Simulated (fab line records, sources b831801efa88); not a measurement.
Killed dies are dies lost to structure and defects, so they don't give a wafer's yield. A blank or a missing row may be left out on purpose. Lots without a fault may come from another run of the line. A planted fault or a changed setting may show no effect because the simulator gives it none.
One fault seen from 2 desks | flow gf180mcu | each desk has only its own numbers; what lay behind them comes last

THE METROLOGY DESK
What the gauges read, lot by lot, whatever tool the lot ran on: means of the sampled wafers that have a number. A lot is out of limits, marked OUT, if its mean lies more than 4 standard deviations from the usual mean; the brackets give that distance.
Columns: A = CONTACT_CVD_02_THK at GF_CONTACT_THK_MEAS_03, usual 861 nm; B = CONTACT_BOW at GF_CONTACT_BOW_MEAS_05, usual 66 um; C = CONTACT_W_RS at GF_CONTACT_RS_MEAS_25, usual 0.382 ohm/sq; D = CONTACT_W_THK at GF_CONTACT_THK_MEAS_26, usual 306 nm
lot  | first seen here | A   | B  | C     | D
L730 | day 15 01:58    | 845 | 66 | 0.380 | 309
L731 | day 15 08:07    | 854 | 69 | 0.380 | 312
L733 | day 16 03:06    | 864 | 62 | 0.378 | 313
L735 | day 16 16:11    | 861 | 66 | 0.382 | 305
L736 | day 16 21:04    | 869 | 71 | 0.380 | 311
L737 | day 17 05:40    | 855 | 64 | 0.375 | 309
L739 | day 18 02:56    | 867 | 64 | 0.384 | 305
L740 | day 18 08:29    | 864 | 72 | 0.381 | 307
L742 | day 19 11:22    | 862 | 58 | 0.367 | 318
L750 | day 23 05:14    | 856 | 60 | 0.384 | 300
L752 | day 23 14:44    | 848 | 62 | 0.377 | 312
L753 | day 23 15:56    | 862 | 60 | 0.380 | 308
L751 | day 23 17:10    | 863 | 77 | 0.381 | 308
This desk's finding: nothing out of limits on any of the 13 lots.

THE TOOL OWNER'S DESK: cvd_w-02
The tool's own readings at GF_CONTACT_CVD_24 (deposits W, target thk 300 nm, time 90.339 s): means of the sampled wafers that have a number, for each lot that ran on this tool. A lot is out of limits, marked OUT, if its mean lies more than 4 standard deviations from the usual mean; the brackets give that distance.
Columns: A = heater_power_w at GF_CONTACT_CVD_24, usual 908 W
lot  | first seen here | A
L736 | day 17 20:38    | 951
L739 | day 19 02:57    | 891
L742 | day 20 12:25    | 908
L750 | day 24 04:58    | 874
L751 | day 24 16:20    | 942
This desk's finding: nothing out of limits on any of the 5 lots.

PUT TOGETHER
The metrology desk saw nothing out of limits.
The tool owner's desk saw nothing out of limits.

WHAT THE SIMULATOR HAD PUT IN
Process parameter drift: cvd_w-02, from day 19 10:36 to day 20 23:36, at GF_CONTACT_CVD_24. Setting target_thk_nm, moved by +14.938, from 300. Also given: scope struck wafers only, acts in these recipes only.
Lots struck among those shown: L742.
